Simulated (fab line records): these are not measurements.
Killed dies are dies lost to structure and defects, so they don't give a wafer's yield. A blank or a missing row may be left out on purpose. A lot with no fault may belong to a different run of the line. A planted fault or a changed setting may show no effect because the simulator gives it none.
The tool behind it: which one? -- flow sfq-line -- 14 lots, 42 wafers sampled, at 6 steps of a route of 325

## WHAT THE GAUGES SHOWED, per wafer
SFQ_M1_RS_MEAS_909: the measuring method here is four-point-probe. Usual: M1_NB_RS gives 0.892 ohm/sq (standard deviation 0.012).
lot,measured,on,M1_NB_RS (ohm/sq),flag
L784,day 10 06:30,film-metro-02,0.872 0.899 0.908,
L786,day 10 19:41,film-metro-03,0.888 0.902 0.893,
L787,day 11 00:29,film-metro-01,0.908 0.900 0.915,
L788,day 11 04:16,film-metro-03,0.882 0.895 0.891,
L789,day 11 09:38,film-metro-01,0.890 0.905 0.900,
L790,day 11 19:26,film-metro-03,0.894 0.877 0.892,
L791,day 12 07:19,film-metro-02,0.885 0.893 0.891,
L792,day 12 21:32,film-metro-01,0.888 0.892 0.888,
L793,day 13 03:29,film-metro-01,0.900 0.904 0.910,
L796,day 14 02:29,film-metro-03,0.873 0.887 0.875,
L802,day 15 16:41,film-metro-01,0.731 0.739 0.730 0.731 0.738 0.731,OFF
L803,day 15 23:53,film-metro-02,0.751 0.735 0.732 0.753 0.736 0.733,OFF
L805,day 16 13:41,film-metro-01,0.899 0.898 0.894,
L806,day 16 20:57,film-metro-03,0.907 0.887 0.897,

SFQ_M7_OVL_MEAS_945. Usual: M7_OVL gives 3 nm (standard deviation 5.4).
lot,measured,on,M7_OVL (nm),flag
L784,day 65 01:53,overlay-01,8 8 9,
L786,day 65 14:14,overlay-01,3 2 7,
L787,day 65 19:59,overlay-01,0 7 -4,
L788,day 66 17:35,overlay-01,7 6 2,
L789,day 66 18:47,overlay-01,0 -1 3,
L790,day 67 03:11,overlay-01,-10 8 2,
L791,day 67 05:59,overlay-01,5 8 9,
L792,day 67 13:12,overlay-02,-1 5 0,
L793,day 67 14:23,overlay-02,1 -6 -1,
L796,day 68 13:12,overlay-02,-3 -2 -2,
L802,day 69 16:05,overlay-01,12 10 6,
L803,day 70 06:17,overlay-02,7 10 10,
L805,day 70 13:29,overlay-02,9 8 4,
L806,day 70 14:42,overlay-01,0 -2 -7,

## TOOL THAT RAN EACH LOT (tool first, then ch and the chambers of the sampled wafers, then the start)
lot,SFQ_TRILAYER_M1_DEP_SPUTTER_037,SFQ_TRILAYER_M1_ETCH_METAL_ETCH_042,SFQ_TRILAYER_I4_VIA_BARC_OPEN_VIA_ETCH_146,SFQ_TRILAYER_JJ_CE_BARC_OPEN_RIE_150
L784,"pvd-sputter-06, day 10 06:23","rie-metal-03 ch 0,1, day 13 01:18","rie-diel-04 ch 1,2, day 39 19:37","rie-metal-03 ch 0,1, day 41 07:03"
L786,"pvd-sputter-04, day 10 19:35","rie-metal-04 ch 0,1, day 13 14:30","rie-diel-01 ch 0,3, day 40 01:37","rie-metal-03 ch 1, day 41 13:03"
L787,"pvd-sputter-04, day 11 00:23","rie-metal-04 ch 0,1, day 13 18:06","rie-diel-01 ch 0,2,3, day 40 09:49","rie-metal-03 ch 0,1, day 41 21:15"
L788,"pvd-sputter-04, day 11 04:10","rie-metal-02 ch 0, day 13 21:42","rie-diel-01 ch 0,2, day 40 21:49","rie-metal-02 ch 0,1, day 42 13:11"
L789,"pvd-sputter-04, day 11 09:32","rie-metal-02 ch 0,1, day 14 03:42","rie-diel-04 ch 0,1,2, day 40 23:01","rie-metal-03 ch 0,1, day 42 14:03"
L790,"pvd-sputter-03, day 11 19:19","rie-metal-02 ch 0,1, day 14 14:30","rie-diel-04 ch 0,2,3, day 41 09:55","rie-metal-02 ch 0,1, day 42 23:39"
L791,"pvd-sputter-03, day 12 07:13","rie-metal-03 ch 0,1, day 15 02:35","rie-diel-02 ch 0,3, day 41 13:31","rie-metal-03 ch 0,1, day 43 04:27"
L792,"pvd-sputter-04, day 12 21:24","rie-metal-04 ch 0,1, day 15 13:20","rie-diel-01 ch 0,1,3, day 41 17:07","rie-metal-03 ch 0,1, day 43 06:53"
L793,"pvd-sputter-04, day 13 03:24","rie-metal-04 ch 0,1, day 15 18:06","rie-diel-02 ch 0,2,3, day 41 21:55","rie-metal-03 ch 0,1, day 43 10:27"
L796,"pvd-sputter-06, day 14 02:22","rie-metal-02 ch 0,1, day 16 18:06","rie-diel-01 ch 0,1, day 43 23:47","rie-metal-04 ch 0,1, day 45 05:41"
L802,"pvd-sputter-06, day 15 16:36","rie-metal-02 ch 0,1, day 18 10:27","rie-diel-04 ch 0,1,2, day 45 10:35","rie-metal-04 ch 0,1, day 46 20:07"
L803,"pvd-sputter-06, day 15 23:48","rie-metal-02 ch 0,1, day 18 17:39","rie-diel-02 ch 0,1,3, day 45 21:23","rie-metal-02 ch 0,1, day 47 03:19"
L805,"pvd-sputter-04, day 16 13:36","rie-metal-03 ch 1, day 19 03:03","rie-diel-02 ch 0,2,3, day 46 12:32","rie-metal-03 ch 0, day 47 16:31"
L806,"pvd-sputter-03, day 16 20:48","rie-metal-04 ch 0,1, day 19 12:47","rie-diel-01 ch 1,2, day 46 14:56","rie-metal-04 ch 0,1, day 47 20:09"
- SFQ_TRILAYER_M1_DEP_SPUTTER_037: material Nb, target thk 200 nm, time 133.3 s.
- SFQ_TRILAYER_M1_ETCH_METAL_ETCH_042: etches Nb in Cl2/Ar, stops on SiO2, target depth 240 nm, time 120 s.
- SFQ_TRILAYER_I4_VIA_BARC_OPEN_VIA_ETCH_146: etches BARC in O2, target depth 125 nm, time 41.7 s.
- SFQ_TRILAYER_JJ_CE_BARC_OPEN_RIE_150: chemistry O2, target BARC, target depth 240 nm, time 80 s.

## AS READ BY THE TOOLS THEMSELVES (means over the sampled wafers that have a number; for cases with no such wafer, the mark the record gives instead)
SFQ_TRILAYER_M1_DEP_SPUTTER_037. Usual: cathode-dc-power-W 2000.0 W, standard deviation 0.4; chamber-pressure-pa 0.13329 Pa, standard deviation 0.00028; resputter-cathode-voltage-v 401 V, standard deviation 3.8; throttle-valve-pct 29.9 %, standard deviation 0.86.
lot,tool,cathode-dc-power-W (W),chamber-pressure-pa (Pa),resputter-cathode-voltage-v (V),throttle-valve-pct (%),flag
L784,pvd-sputter-06,2000.1,0.13319,402,29.7,
L786,pvd-sputter-04,2000.1,0.13381,400,30.0,
L787,pvd-sputter-04,1999.6,0.13345,404,30.8,
L788,pvd-sputter-04,1999.7,0.13307,397,29.1,
L789,pvd-sputter-04,1999.7,0.13308,402,30.1,
L790,pvd-sputter-03,1999.9,0.13358,394,29.9,
L791,pvd-sputter-03,2000.5,0.13323,400,29.7,
L792,pvd-sputter-04,2000.0,0.13299,402,29.3,
L793,pvd-sputter-04,2000.2,0.13325,397,31.0,
L796,pvd-sputter-06,1999.7,0.13354,402,29.8,
L802,pvd-sputter-06,2402.8,0.13325,401,29.6,OFF
L803,pvd-sputter-06,2403.3,0.13302,400,30.4,OFF
L805,pvd-sputter-04,2000.0,0.13294,400,29.3,
L806,pvd-sputter-03,1999.8,0.13310,400,29.6,

SFQ_TRILAYER_M1_ETCH_METAL_ETCH_042. Usual: bias-w 80.01 W, standard deviation 0.22; drypump-motor-current-A 5.8 A, standard deviation 0.38; oes-product-au 0.893 a.u., standard deviation 0.0078.
lot,tool,bias-w (W),drypump-motor-current-A (A),oes-product-au (a.u.),flag
L784,rie-metal-03,80.20,5.2,0.895,
L786,rie-metal-04,80.03,5.9,0.888,
L787,rie-metal-04,79.99,5.9,0.879,
L788,rie-metal-02,80.15,6.3,0.896,
L789,rie-metal-02,80.05,5.8,0.888,
L790,rie-metal-02,80.03,6.1,0.897,
L791,rie-metal-03,79.96,5.3,0.896,
L792,rie-metal-04,80.05,6.0,0.898,
L793,rie-metal-04,79.96,5.9,0.884,
L796,rie-metal-02,80.18,5.8,0.898,
L802,rie-metal-02,79.99,6.1,0.994,OFF
L803,rie-metal-02,79.96,6.1,0.992,OFF
L805,rie-metal-03,79.72,5.3,0.887,
L806,rie-metal-04,79.95,5.9,0.892,

SFQ_TRILAYER_I4_VIA_BARC_OPEN_VIA_ETCH_146. Usual: bias-w 80.02 W, standard deviation 0.23; drypump-motor-current-A 5.8 A, standard deviation 0.34; oes-product-au 0.685 a.u., standard deviation 0.0043.
lot,tool,bias-w (W),drypump-motor-current-A (A),oes-product-au (a.u.),flag
L784,rie-diel-04,80.04,5.8,0.688,
L786,rie-diel-01,80.24,5.5,0.686,
L787,rie-diel-01,80.02,5.6,0.686,
L788,rie-diel-01,80.10,5.6,0.678,
L789,rie-diel-04,79.79,5.8,0.685,
L790,rie-diel-04,79.82,5.8,0.688,
L791,rie-diel-02,79.98,5.9,0.689,
L792,rie-diel-01,79.92,5.5,0.685,
L793,rie-diel-02,80.05,6.0,0.687,
L796,rie-diel-01,80.29,5.2,0.680,
L802,rie-diel-04,79.97,5.8,0.682,
L803,rie-diel-02,80.03,6.0,0.681,
L805,rie-diel-02,79.92,6.0,0.681,
L806,rie-diel-01,80.05,6.0,0.686,

SFQ_TRILAYER_JJ_CE_BARC_OPEN_RIE_150. Usual: bias-w 79.96 W, standard deviation 0.26; drypump-motor-current-A 5.7 A, standard deviation 0.42; oes-product-au 0.538 a.u., standard deviation 0.0048.
lot,tool,bias-w (W),drypump-motor-current-A (A),oes-product-au (a.u.),flag
L784,rie-metal-03,80.27,5.2,0.540,
L786,rie-metal-03,80.30,5.3,0.534,
L787,rie-metal-03,79.89,5.2,0.539,
L788,rie-metal-02,79.90,6.1,0.536,
L789,rie-metal-03,79.77,5.2,0.537,
L790,rie-metal-02,79.86,5.8,0.537,
L791,rie-metal-03,79.98,5.2,0.538,
L792,rie-metal-03,80.12,5.2,0.541,
L793,rie-metal-03,79.87,5.2,0.534,
L796,rie-metal-04,79.99,5.9,0.536,
L802,rie-metal-04,79.94,5.9,0.537,
L803,rie-metal-02,79.94,5.9,0.539,
L805,rie-metal-03,80.08,5.1,0.541,
L806,rie-metal-04,80.03,5.9,0.536,

## THE ANSWER, worked out from the rows above alone
Rule: lot off if the mean of its wafers having a number is beyond 3 standard deviations from the usual mean. Also off: a lot with no number at a reading for which 4 or more lots have one. Any other lot the step has rows for is counted as sound. First the gauges in route order, then the tools' own readings, where a lot's mean is used as printed above. The first step at which some lot is off is used, and at that step the reading that is off furthest; a lot without a number counts as furthest.
Off: L802, L803, seen at SFQ_M1_RS_MEAS_909 (M1_NB_RS).
If a tool, at a process step before that reading, ran all the lots that are off and no sound lot after the first of them, it fits. Not tried: the gauges at SFQ_M1_RS_MEAS_909; whatever is off there is also off at SFQ_TRILAYER_M1_DEP_SPUTTER_037, on other tools, and gauge error can't account for it. One fits: pvd-sputter-06 at SFQ_TRILAYER_M1_DEP_SPUTTER_037. A fault onset in the window from L796 (day 14 02:22, its last sound lot) to L802 (day 15 16:36, its first lot off) fits.
The tool's own readings at SFQ_TRILAYER_M1_DEP_SPUTTER_037 bear it out: on the lots that are off they differ by more than 5 times the standard deviation of the sound lots' means. cathode-dc-power-W reads 2403.1 W there against 1999.9 W on the sound lots.

## WHAT HAD BEEN PUT IN BY THE SIMULATOR
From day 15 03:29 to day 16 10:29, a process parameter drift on pvd-sputter-06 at SFQ_TRILAYER_M1_DEP_SPUTTER_037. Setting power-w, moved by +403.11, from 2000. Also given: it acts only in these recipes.
Lots struck among those shown: L802, L803. Same finding as the rule above.
